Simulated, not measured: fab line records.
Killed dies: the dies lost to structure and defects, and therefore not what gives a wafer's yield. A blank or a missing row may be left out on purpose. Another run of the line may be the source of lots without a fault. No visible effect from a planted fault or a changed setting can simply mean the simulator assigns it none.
The tool behind it: which one? ; flow gf180mcu ; Sampling: 24 lots, 72 wafers, 3 of 602 route steps

WHAT EACH GAUGE READ, for each wafer
GF_V1_THK_MEAS_03.
lot;measured;on;V1_CVD_02_THK (nm)
L074;day 17 00:07;film metro-04;863 857 871
L075;day 17 08:13;film metro-01;838 848 858
L076;day 17 23:05;film metro-01;839 859 858
L077;day 18 04:51;film metro-03;853 849 857
L078;day 18 17:14;film metro-01;842 845 850
L079;day 19 01:39;film metro-03;841 842 843
L080;day 19 13:01;film metro-04;853 861 867
L081;day 20 02:24;film metro-04;844 855 858
L082;day 20 02:43;film metro-01;839 864 867
L083;day 20 19:38;film metro-03;851 871 860
L084;day 21 04:17;film metro-04;847 870 855
L085;day 21 05:34;film metro-03;844 863 847
L086;day 21 15:09;film metro-01;837 846 847
L087;day 21 22:44;film metro-03;843 852 850
L088;day 22 12:23;film metro-03;855 859 862
L089;day 22 17:40;film metro-04;844 847 860
L090;day 23 09:49;film metro-04;859 854 858
L091;day 23 11:50;film metro-03;844 845 855
L092;day 23 17:20;film metro-01;852 850 860
L093;day 24 03:09;film metro-03;862 850 860
L094;day 24 12:20;film metro-04;834 835 847
L095;day 24 21:24;film metro-04;835 847 853
L096;day 24 22:50;film metro-03;843 858 861
L097;day 25 04:49;film metro-04;849 872 863

GF_V1_OVL_MEAS_15.
lot;measured;on;V1_OVL (nm)
L074;day 17 23:54;overlay-01;-1 4 5
L075;day 18 08:27;overlay-02;-1 5 6
L076;day 18 22:59;overlay-01;18 12 16
L077;day 19 05:18;overlay-02;4 11 6
L078;day 19 18:21;overlay-01;-5 -5 -1
L079;day 20 02:26;overlay-02;-3 5 -2
L080;day 20 13:44;overlay-01;11 14 9
L081;day 21 02:57;overlay-01;-4 9 -1
L082;day 21 03:18;overlay-02;8 9 14
L083;day 21 20:11;overlay-01;-2 11 1
L084;day 22 04:41;overlay-02;5 2 2
L085;day 22 06:17;overlay-02;13 11 4
L086;day 22 15:02;overlay-01;11 11 4
L087;day 22 22:45;overlay-01;8 3 5
L088;day 23 11:29;overlay-01;3 -1 0
L089;day 23 16:32;overlay-01;12 8 9
L090;day 24 07:52;overlay-02;13 4 7
L091;day 24 10:23;overlay-02;3 -1 0
L092;day 24 15:29;overlay-01;-2 0 0
L093;day 25 01:18;overlay-01;1 8 3
L094;day 25 09:36;overlay-01;-1 7 4
L095;day 25 21:50;overlay-01;7 8 7
L096;day 25 23:24;overlay-01;6 7 4
L097;day 26 03:14;overlay-01;9 15 6

GF_V2_THK_MEAS_03.
lot;measured;on;V2_CVD_02_THK (nm)
L074;day 19 02:16;film metro-04;856 848 857
L075;day 19 11:20;film metro-04;843 844 853
L076;day 20 01:40;film metro-04;840 857 853
L077;day 20 08:25;film metro-02;849 848 860
L078;day 20 21:24;film metro-02;854 839 848
L079;day 21 04:53;film metro-04;842 857 845
L080;day 21 15:47;film metro-03;847 861 866
L081;day 22 04:40;film metro-03;856 861 868
L082;day 22 04:56;film metro-04;859 864 866
L083;day 22 22:02;film metro-04;845 866 878
L084;day 23 06:12;film metro-04;847 871 863
L085;day 23 07:31;film metro-04;846 852 859
L086;day 23 16:15;film metro-04;849 841 838
L087;day 23 23:05;film metro-03;852 860 849
L088;day 24 11:42;film metro-04;844 859 860
L089;day 24 17:23;film metro-03;848 862 858
L090;day 25 07:48;film metro-02;860 858 860
L091;day 25 09:31;film metro-03;850 865 854
L092;day 25 15:16;film metro-02;844 850 850
L093;day 26 01:26;film metro-04;847 842 846
L094;day 26 10:01;film metro-02;849 863 853
L095;day 26 20:56;film metro-02;847 859 864
L096;day 26 23:06;film metro-04;836 851 848
L097;day 27 02:05;film metro-02;845 869 867

WHICH TOOL RAN EACH LOT (tool, then ch and the chambers of the sampled wafers, then the start)
No process step before these readings appears in the record.

WHAT THE TOOLS THEMSELVES READ (means of the sampled wafers that have a number; where no wafer has one, the mark that the record gives instead)
The record holds no such reading with a usual standard deviation.

THE ANSWER, worked out from the rows above alone
Rule: the lots themselves supply what counts as usual. Put in order of their means at a reading, lots are off if they are a third of the lots or fewer, leave a main group of 4 or more, and stand apart from it by a gap of 3 or more times the standard deviation of the main group's means; of several such gaps the widest counts. If all means in a main group match to the digits the tables above print for the reading, that group is not used. A lot without any number at a reading at which 4 lots or more have one is off too. Any other lot the step has rows for is counted as sound. The gauges are gone through in route order, then the tools' own readings, and for those a lot's mean is taken as printed above. At the first step where some lot is off, the reading lying furthest off is the one used; lots without a number count as furthest.
Nothing can be told from this: no lot is off at any reading shown.

WHAT THE SIMULATOR PUT IN
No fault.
